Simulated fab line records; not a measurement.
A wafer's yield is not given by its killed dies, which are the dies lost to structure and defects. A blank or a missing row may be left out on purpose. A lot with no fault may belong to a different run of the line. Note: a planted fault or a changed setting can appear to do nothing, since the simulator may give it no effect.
Chamber matching / flow sky130 / rie-diel-03 running SKY_POLY_CUT_ETCH_11: 4 sister chambers
The step etches Si3N4 in CF4/CH2F2/Ar, stops on poly-Si, time 42.5 s, target depth 60 nm. 4 wafers are shown with their chamber, then 7 later ones without.

== EACH WAFER AND ITS CHAMBER ==
wafer=L733.1; chamber=1; drypump-motor-current-A (A)=5.52
wafer=L733.4; chamber=3; drypump-motor-current-A (A)=5.79
wafer=L734.2; chamber=2; drypump-motor-current-A (A)=5.68
wafer=L734.4; chamber=0; drypump-motor-current-A (A)=5.99

== WAFERS WITHOUT THEIR CHAMBER ==
wafer=L734.5; drypump-motor-current-A (A)=5.98
wafer=L736.3; drypump-motor-current-A (A)=6.00
wafer=L736.4; drypump-motor-current-A (A)=5.55
wafer=L736.5; drypump-motor-current-A (A)=5.50
wafer=L748.2; drypump-motor-current-A (A)=5.66
wafer=L748.3; drypump-motor-current-A (A)=5.76
wafer=L748.6; drypump-motor-current-A (A)=5.50

== WHICH CHAMBER EACH WENT THROUGH ==
wafer=L734.5; from the rows above=0; in truth=0
wafer=L736.3; from the rows above=0; in truth=0
wafer=L736.4; from the rows above=1; in truth=1
wafer=L736.5; from the rows above=1; in truth=1
wafer=L748.2; from the rows above=2; in truth=2
wafer=L748.3; from the rows above=3; in truth=3
wafer=L748.6; from the rows above=1; in truth=1
Placed correctly: 7 of 7. Left unplaced by these rows: 0. Wrongly placed: 0.
How it was worked out, from the rows above alone: a wafer's distance from a chamber is the root of the sum, over the readings, of the square of ((its reading less the chamber's mean) divided by the reading's scatter). If the next closest chamber is less than 2 further off than the closest, the wafer can't be placed; otherwise it belongs to the closest. For every chamber, the mean is computed from those of its wafers that are shown. The scatter (one wafer shown for each chamber): square how far every hidden wafer sits from the nearest shown wafer, average those squares and take the square root.
